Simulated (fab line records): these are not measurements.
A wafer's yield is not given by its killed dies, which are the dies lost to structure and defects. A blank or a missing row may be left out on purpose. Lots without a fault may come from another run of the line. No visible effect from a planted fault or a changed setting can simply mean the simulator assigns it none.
fab line records | flow sky130
record: lots: 5 | wafers: 15 | last-day: 48
route steps=708 shown VIA2@516 METAL3@532 CAPM@537 PAD_OPEN@708
lots with no fault: from the same line, run without faults
start-h: hours from the record's opening day to when the first of the lot's shown wafers began | wait-h: how many hours have passed since the lot's step before this one | " same as the row above | L1.1+2: one row covering several wafers at once | - value missing, or start not given | * or withheld: withheld | < > ~ a bound
route shown NAME@n: NAME is a module with steps in the file, n the number in the route of the first one | usual: mean and standard deviation over wafers with no fault | same: alike in all rows | chamber/n: place in a boat | sites: the reading at each site | _std_site: standard deviation of those values | _edge_site: mean of outer sites minus mean of inner sites | radius-mm: for every site, how far away it sits from the centre of the wafer | mask NAME#n: copy n | behind: tool/chamber where the wafer was last shaped | hold: reason for holding the lot/hours on hold/outcome of the hold | device: whichever transistor did not switch (one of n, p or np) | end of line: the tests these same wafers got at the end of their route | for a step that has no rows: nothing shown but its recipe | killed: not the wafer's yield, but the dies lost to structure and defects at the first sort | map: per-die view of a wafer (x killed, . not killed, _ where there is no die)
set.NAME: the setting as run; set.NAME@STEP: as run at that earlier step | model.NAME: the simulator's own value behind a step, which no gauge read
certain route steps with their lots: each step a table, each wafer a row
== steps ==
step: SKY_VIA2_EXPOSE_09
recipe: mask-id: VIM2 | na: 0.8 | source-shape: annular | sigma-inner: 0.55 | sigma-outer: 0.85 | target-cd-nm: 200 | dose-mj: 38
step: SKY_VIA2_PEB_10
recipe: peb-temp-c: withheld | peb-time-s: withheld | resist: KrF-thick
step: SKY_VIA2_DEVELOP_11
recipe: develop-time-s: 60 | resist: KrF-thick | dev-temp-c: 21
step: SKY_VIA2_ETCH_14
recipe: chemistry: N2/H2 | target: BARC | ion-energy-ev: 200 | source-w: 500 | bias-w: 100 | pressure-mtorr: 30 | n2-flow-sccm: 100 | h2-flow-sccm: 200 | stop-on: SiO2 | time-s: 45.9 | target-depth-a: 600
step: SKY_VIA2_ETCH_15
recipe: target: SiO2 | chemistry: C4F8/O2/Ar | target-depth-nm: 546 | stop-on: TiN | mask-material: KrF-thick | source-w: 1500 | bias-w: 1200 | pressure-mtorr: 40 | c4f8-flow-sccm: withheld | O2_flow_sccm: 6 | Ar_flow_sccm: 300 | time-s: 84
step: SKY_VIA2_STRIP_16
recipe: chemistry: O2/N2 | power-w: 1400 | pressure-mtorr: 1500 | platen-temp-c: withheld | o2-flow-sccm: 3000 | n2-flow-sccm: 300 | overash-fraction: 0.5
step: SKY_VIA2_STRIP_17
recipe: chemistry: post-etch-residue-remover | time-s: 1200 | temp-c: 72.5
step: SKY_VIA2_CLEAN_18
recipe: chemistry: IPA | time-s: 180 | temp-c: 25
step: SKY_VIA2_CLEAN_19
recipe: chemistry: O3/DIW | dry: n2-spin
step: SKY_VIA2_SPUTTER_20
recipe: material: TiN | target-thk-nm: 20 | chamber-pressure-pa: 5 | power-w: 4000 | time-s: 80
step: SKY_VIA2_CVD_21
recipe: material: W | target-thk-nm: 420 | time-s: 126.4 | temp-c: 400 | pressure-torr: 40
usual: heater-power-w: 835/85
same: time-s: 126.4
lot.wafer | tool     | chamber | start-h | wait-h | heater-power-w
L687.2    | cvd-w-01 | 1       | 856.18  | 0.0    | 829
L687.3    | "        | 0       | "       | "      | 827
L687.5    | "        | 1       | "       | "      | 828
L694.3    | cvd-w-01 | 0       | 917.99  | 0.1    | 816
L694.4    | "        | 1       | "       | "      | 836
L694.5    | "        | 0       | "       | "      | 842
L696.1    | cvd-w-01 | 1       | 928.59  | 0.0    | 830
L696.4    | "        | 0       | "       | "      | 824
L696.5    | "        | 1       | "       | "      | 818
L698.2    | cvd-w-01 | 1       | 936.93  | 0.0    | 821
L698.3    | "        | 0       | "       | "      | 829
L698.6    | "        | 1       | "       | "      | 830
L700.3    | cvd-w-01 | 1       | 950.41  | 0.1    | 851
L700.4    | "        | 0       | "       | "      | 814
L700.6    | "        | 1       | "       | "      | 821
step: SKY_VIA2_CMP_24
recipe: stop-on: SiO2 | t-overpolish-s: 20 | down-force-psi: 3.5 | platen-rpm: 60 | target-thk-nm: 0 | pad-velocity-m-s: 0.94248
step: SKY_METAL3_SPUTTER_00
recipe: material: Ti | target-thk-nm: 15 | power-w: 3000 | time-s: 10 | chamber-pressure-pa: 0.4
step: SKY_METAL3_SPUTTER_01
recipe: material: TiN | target-thk-nm: 20 | power-w: 6500 | time-s: 16.7 | chamber-pressure-pa: 0.4
step: SKY_METAL3_SPUTTER_02
recipe: material: AlCu | target-thk-nm: 735 | power-w: 10600 | time-s: 39.1 | chamber-pressure-pa: 0.4
step: SKY_METAL3_SPUTTER_03
recipe: material: Ti | target-thk-nm: 5 | power-w: 3000 | time-s: 3.3 | chamber-pressure-pa: 0.4
step: SKY_METAL3_SPUTTER_04
recipe: material: TiN | target-thk-nm: 70 | power-w: 6500 | time-s: 58.3 | chamber-pressure-pa: 0.4
step: SKY_CAPM_CVD_00
recipe: material: SiO2 | target-thk-nm: 15.5 | temp-c: 400 | time-s: withheld | rf-w: 450
step: SKY_CAPM_SPUTTER_02
recipe: material: TiN | target-thk-nm: 200 | temp-c: 300 | power-w: 6690 | time-s: 166.7 | chamber-pressure-pa: 0.4
step: SKY_CAPM_DEHYDRATE_05
recipe: temp-c: 200 | time-s: 60
step: SKY_CAPM_HMDS_06
recipe: prime-time-s: 60 | prime-temp-c: 120
step: SKY_CAPM_COAT_07
recipe: resist: NOVOLAK | spin-rpm: 2945 | resist-thk-nm: 1140
step: SKY_CAPM_SOFTBAKE_08
recipe: temp-c: 90 | time-s: 60 | resist: NOVOLAK
step: SKY_CAPM_EXPOSE_09
recipe: mask-id: CAPM | na: 0.6 | source-shape: conventional | sigma-outer: 0.6 | polarization: unpolarized | target-cd-nm: 1000 | dose-mj: 159
step: SKY_CAPM_PEB_10
recipe: temp-c: withheld | time-s: * | resist: NOVOLAK
step: SKY_CAPM_DEVELOP_11
recipe: resist: NOVOLAK | developer: TMAH | develop-time-s: 60 | dev-temp-c: 23
step: SKY_CAPM_METAL_ETCH_13
recipe: target-depth-nm: 220 | stop-on: SiO2 | chemistry: Cl2/BCl3 | target: TiN | pressure-mtorr: 10 | icp-w: 900 | bias-w: 48.5 | Cl2_flow_sccm: 60 | bcl3-flow-sccm: 30 | time-s: 62.9
step: SKY_CAPM_STRIP_14
recipe: chemistry: O2/N2 | power-w: 1400 | pressure-mtorr: 1500 | platen-temp-c: withheld | o2-flow-sccm: 3000 | n2-flow-sccm: 300 | overash-fraction: 0.5
step: SKY_CAPM_STRIP_15
recipe: chemistry: post-etch-residue-remover | time-s: 1200 | temp-c: 72.5
step: SKY_CAPM_CLEAN_16
recipe: chemistry: IPA | time-s: 180 | temp-c: 25
step: SKY_CAPM_CLEAN_17
recipe: chemistry: O3/DIW | dry: n2-spin
step: SKY_METAL3_DEHYDRATE_05
recipe: temp-c: 200 | time-s: 60
step: SKY_METAL3_HMDS_06
recipe: prime-time-s: 60 | prime-temp-c: 120
step: SKY_METAL3_COAT_07
recipe: resist: BARC | temp-c: withheld | time-s: withheld | spin-rpm: 3000 | resist-thk-nm: 60
step: SKY_PAD_OPEN_PROBE_99
usual: defect-limited-yield: 82.9/1.9 | killed_at_M0_to_M3: 42/6.3 | killed_at_M4_up: 2.8/1.9 | killed-at-contacts: 23/5.3 | killed-at-front-end: 16/4.3 | killed-at-other: 0.2/0.51 | killed-dies: 84/9.3 | killed-open: 46/7.6 | killed-short: 38/6.3 | sort_bin_3_pad_short: 0.8/0.41 | sort_bin_5_function: 10.0/1.4 | sort_bin_6_memory: 6.2/1.1 | sort-n-pass: 408/9.3 | sort-yield-pct: 82.9/1.9
same: gross-dies: 492 | killed-at-back-side: 0 | sort_bin_4_leakage[%]: 0 | sort_bin_8_speed[%]: 0
lot.wafer | tool      | chamber | start-h | wait-h | defect-limited-yield[%] | killed_at_M0_to_M3 | killed_at_M4_up | killed-at-contacts | killed-at-front-end | killed-at-other | killed-dies | killed-open | killed-short | sort_bin_3_pad_short[%] | sort_bin_5_function[%] | sort_bin_6_memory[%] | sort-n-pass | sort-yield-pct[%] | model.etest.tester.sort-n-pass | model.etest.tester.sort-yield-pct | model.etest.tester.sort_bin_5_pct | model.etest.tester.sort_bin_3_pct
L687.2    | prober-02 | -       | 1085.05 | 0.1    | 83.7                    | 38                 | 1               | 21                 | 18                  | 2               | 80          | 47          | 33           | 0.6                     | 8.5                    | 7.1                  | 412         | 83.7              | 412                            | 83.74                             | 8.537                             | 0.6098
L687.3    | prober-02 | -       | 1085.10 | 0.2    | 81.7                    | 45                 | 3               | 33                 | 9                   | 0               | 90          | 52          | 38           | 0.4                     | 11.0                   | 6.9                  | 402         | 81.7              | 402                            | 81.71                             | 10.98                             | 0.4065
L687.5    | prober-02 | -       | 1085.20 | 0.2    | 78.9                    | 50                 | 4               | 24                 | 26                  | 0               | 104         | 56          | 48           | 1.2                     | 12.8                   | 7.1                  | 388         | 78.9              | 388                            | 78.86                             | 12.8                              | 1.22
L694.3    | prober-01 | -       | 1135.46 | 0.2    | 83.3                    | 34                 | 0               | 31                 | 17                  | 0               | 82          | 49          | 33           | 1.0                     | 8.1                    | 7.5                  | 410         | 83.3              | 410                            | 83.33                             | 8.13                              | 1.016
L694.4    | prober-01 | -       | 1135.51 | 0.2    | 86.4                    | 35                 | 4               | 16                 | 12                  | 0               | 67          | 36          | 31           | 1.4                     | 6.9                    | 5.3                  | 425         | 86.4              | 425                            | 86.38                             | 6.911                             | 1.423
L694.5    | prober-01 | -       | 1135.56 | 0.2    | 81.5                    | 49                 | 5               | 24                 | 13                  | 0               | 91          | 44          | 47           | 0.8                     | 13.2                   | 4.5                  | 401         | 81.5              | 401                            | 81.5                              | 13.21                             | 0.813
L696.1    | prober-01 | -       | 1140.70 | 0.1    | 77.4                    | 72                 | 3               | 21                 | 15                  | 0               | 111         | 45          | 31           | 3.9                     | 14.8                   | 3.9                  | 381         | 77.4              | 381                            | 77.44                             | 14.84                             | 3.862
L696.4    | prober-01 | -       | 1140.85 | 0.2    | 71.3                    | 106                | 5               | 18                 | 12                  | 0               | 141         | 46          | 38           | 3.9                     | 19.7                   | 5.1                  | 351         | 71.3              | 351                            | 71.34                             | 19.72                             | 3.862
L696.5    | prober-01 | -       | 1140.90 | 0.2    | 75.4                    | 76                 | 5               | 28                 | 12                  | 0               | 121         | 45          | 40           | 2.6                     | 16.3                   | 5.7                  | 371         | 75.4              | 371                            | 75.41                             | 16.26                             | 2.642
L698.2    | prober-01 | -       | 1147.62 | 0.1    | 76.4                    | 70                 | 1               | 28                 | 16                  | 1               | 116         | 46          | 36           | 4.1                     | 14.0                   | 5.5                  | 376         | 76.4              | 376                            | 76.42                             | 14.02                             | 4.065
L698.3    | prober-01 | -       | 1147.67 | 0.2    | 72.0                    | 92                 | 2               | 23                 | 20                  | 1               | 138         | 45          | 31           | 4.1                     | 17.1                   | 6.9                  | 354         | 72.0              | 354                            | 71.95                             | 17.07                             | 4.065
L698.6    | prober-01 | -       | 1147.82 | 0.2    | 76.6                    | 71                 | 4               | 28                 | 12                  | 0               | 115         | 46          | 35           | 3.3                     | 14.2                   | 5.9                  | 377         | 76.6              | 377                            | 76.63                             | 14.23                             | 3.252
L700.3    | prober-02 | -       | 1158.88 | 0.2    | 79.5                    | 61                 | 2               | 20                 | 18                  | 0               | 101         | 32          | 37           | 2.2                     | 13.0                   | 5.3                  | 391         | 79.5              | 391                            | 79.47                             | 13.01                             | 2.236
L700.4    | prober-02 | -       | 1158.93 | 0.2    | 71.5                    | 106                | 7               | 18                 | 9                   | 0               | 140         | 33          | 40           | 2.8                     | 19.9                   | 5.7                  | 352         | 71.5              | 352                            | 71.54                             | 19.92                             | 2.846
L700.6    | prober-02 | -       | 1159.03 | 0.2    | 78.0                    | 67                 | 1               | 26                 | 14                  | 0               | 108         | 35          | 38           | 3.9                     | 11.4                   | 6.7                  | 384         | 78.0              | 384                            | 78.05                             | 11.38                             | 3.862
killed by level:class
L687.2 CONTACT:geometric-particle:open=12 FIELD_ISO:geometric-particle:open=6 METAL3:geometric-particle:short=6 VIA1:geometric-particle:open=6 VIA3:geometric-particle:open=6 METAL2:geometric-particle:short=5 LI_CONTACT:geometric-particle:open=4 CONTACT:geometric-particle:short=4
L687.3 CONTACT:geometric-particle:open=15 VIA1:geometric-particle:open=10 VIA1:geometric-particle:short=6 METAL1:geometric-particle:short=6 VIA3:geometric-particle:open=6 LI_CONTACT:geometric-particle:short=5 VIA2:geometric-particle:open=5 LI_CONTACT:geometric-particle:open=4
L687.5 VIA2:geometric-particle:open=10 CONTACT:geometric-particle:open=9 VIA3:geometric-particle:open=9 FIELD_ISO:geometric-particle:short=7 VIA1:geometric-particle:open=6 POLY_GATE:geometric-particle:open=5 CONTACT:geometric-particle:short=5 METAL1:geometric-particle:short=5
L694.3 CONTACT:geometric-particle:open=13 LI_CONTACT:geometric-particle:open=11 CONTACT:geometric-particle:short=6 VIA3:geometric-particle:open=6 METAL2:geometric-particle:short=6 FIELD_ISO:geometric-particle:short=5 POLY_GATE:geometric-particle:open=5 VIA1:geometric-particle:open=5
L694.4 LI_CONTACT:geometric-particle:open=8 FIELD_ISO:geometric-particle:short=6 VIA3:geometric-particle:open=6 VIA1:geometric-particle:open=6 METAL2:geometric-particle:short=5 METAL1:geometric-particle:short=4 CONTACT:geometric-particle:open=3 LI_CONTACT:geometric-particle:short=3
L694.5 VIA1:geometric-particle:open=12 CONTACT:geometric-particle:open=8 METAL1:geometric-particle:short=7 METAL2:geometric-particle:short=6 VIA2:geometric-particle:open=6 LI_CONTACT:geometric-particle:open=5 CONTACT:geometric-particle:short=5 VIA1:geometric-particle:short=5
L696.1 VIA2:unspecified=35 CONTACT:geometric-particle:open=12 VIA1:geometric-particle:short=8 FIELD_ISO:geometric-particle:open=7 VIA1:geometric-particle:open=7 METAL2:geometric-particle:short=4 LI_CONTACT:geometric-particle:open=4 VIA2:geometric-particle:open=4
L696.4 VIA2:unspecified=57 VIA1:geometric-particle:open=10 VIA2:geometric-particle:open=9 VIA3:geometric-particle:open=7 CONTACT:geometric-particle:short=5 CONTACT:geometric-particle:open=5 METAL1:geometric-particle:short=5 METAL4:geometric-particle:short=5
L696.5 VIA2:unspecified=36 CONTACT:geometric-particle:open=14 LOCAL_INTERCONNECT:geometric-particle:short=7 VIA1:geometric-particle:short=7 VIA1:geometric-particle:open=6 VIA2:geometric-particle:open=5 POLY_GATE:geometric-particle:short=4 LI_CONTACT:geometric-particle:open=4
L698.2 VIA2:unspecified=34 VIA1:geometric-particle:open=14 CONTACT:geometric-particle:open=11 VIA1:geometric-particle:short=6 FIELD_ISO:geometric-particle:short=5 FIELD_ISO:geometric-particle:open=5 VIA3:geometric-particle:open=5 CONTACT:geometric-particle:short=5
L698.3 VIA2:unspecified=62 FIELD_ISO:geometric-particle:short=7 VIA2:geometric-particle:open=7 LI_CONTACT:geometric-particle:open=7 CONTACT:geometric-particle:open=6 CONTACT:geometric-particle:short=6 VIA3:geometric-particle:open=6 FIELD_ISO:geometric-particle:open=5
L698.6 VIA2:unspecified=34 VIA1:geometric-particle:open=10 CONTACT:geometric-particle:open=9 LI_CONTACT:geometric-particle:open=7 METAL1:geometric-particle:short=6 VIA3:geometric-particle:open=6 LI_CONTACT:geometric-particle:short=4 CONTACT:geometric-particle:short=4
L700.3 VIA2:unspecified=32 METAL2:geometric-particle:short=9 FIELD_ISO:geometric-particle:open=6 CONTACT:geometric-particle:open=5 VIA3:geometric-particle:open=5 FIELD_ISO:geometric-particle:short=4 LI_CONTACT:geometric-particle:short=4 LOCAL_INTERCONNECT:geometric-particle:short=4
L700.4 VIA2:unspecified=67 CONTACT:geometric-particle:open=10 VIA2:geometric-particle:open=8 METAL3:geometric-particle:short=6 VIA3:geometric-particle:open=6 METAL4:geometric-particle:short=5 METAL1:geometric-particle:short=4 VIA1:geometric-particle:short=4
L700.6 VIA2:unspecified=35 LI_CONTACT:geometric-particle:open=7 CONTACT:geometric-particle:open=7 FIELD_ISO:geometric-particle:short=6 CONTACT:geometric-particle:short=6 VIA1:geometric-particle:open=6 VIA3:geometric-particle:open=5 POLY_GATE:geometric-particle:short=4
map L696.4 (x killed, . not)
__________x.xxxxxxx._________
________..xxxxxxxx.xx._______
______x...xxxxxxxxxxx..._____
_____xx....xxxxxxxxx...x.____
____......xxxxxxxxxxx.....___
___.......xxxxxxxxxx..x.xx.__
__x..x......xxxxx..x....x.xx_
_x...............x.x..x......
_.......x.x.....xx.x..x......
_....x.........xx...x......xx
_xx...x.......x..............
_..x..x.xxx.......x..........
_........xxx.x....xx..x......
_.........x...x...........x..
_...x................x...x...
__xx...x.......x...x........_
___.............x..........__
____....x.x...x...x......x___
_____........x...........____
______..xxx..x..x....x.._____
________....x.x.x..x.x_______
__________.x...x...._________
map L698.3 (x killed, . not)
__________..xxxxxx.._________
________..xxxxxxxxxx.._______
______...xxxxxxxxxxxx..._____
_____...x.xxxxxxxxxx.x...____
____....xx.xxxxxxxx...x...___
___.....xx.xxxxxxxxx.x...x.__
__x...xx....xxxxxxx.....x..._
_......xx.....x.x.....x..x...
_......x..x..xx...x.....x....
_x.xx.x......x........x..xx..
_..x..x.......x........x.....
_..x....x.......x..x......x.x
_........xx......xx..........
_.....x........x........x....
_............x..x.....xx..x..
__.x......x................._
___...x..x.x.x....x...xx...__
____..x..x................___
_____....x..............x____
______....x.x.......x..x_____
________......x......._______
__________...x....xx_________
== key ==
first-sign: step: SKY_PAD_OPEN_PROBE_99 | reading: sort_bin_3_pad_short | direction: up | sigmas: 6.2 | usual: 0.8 | struck: 3.4
effect: step: SKY_PAD_OPEN_PROBE_99 | reading: killed_at_M0_to_M3 | direction: up | sigmas: 6 | usual: 42 | struck: 80
model-effect: step: SKY_PAD_OPEN_PROBE_99 | value: etest.tester.sort-n-pass | without: 407.9 | struck: 370.8
met-at SKY_VIA2_CVD_21
struck-wafers L696.1,L696.4,L696.5,L698.2,L698.3,L698.6,L700.3,L700.4,L700.6
onset-between 917.99 928.59
also-fits time
fault: kind: chamber-particle-source | tool: cvd-w-01 | chamber: - | onset-h: 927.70 | steps: SKY_VIA2_CVD_21 | rate-per-visit-cm2: 1.7077 | end-h: 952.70
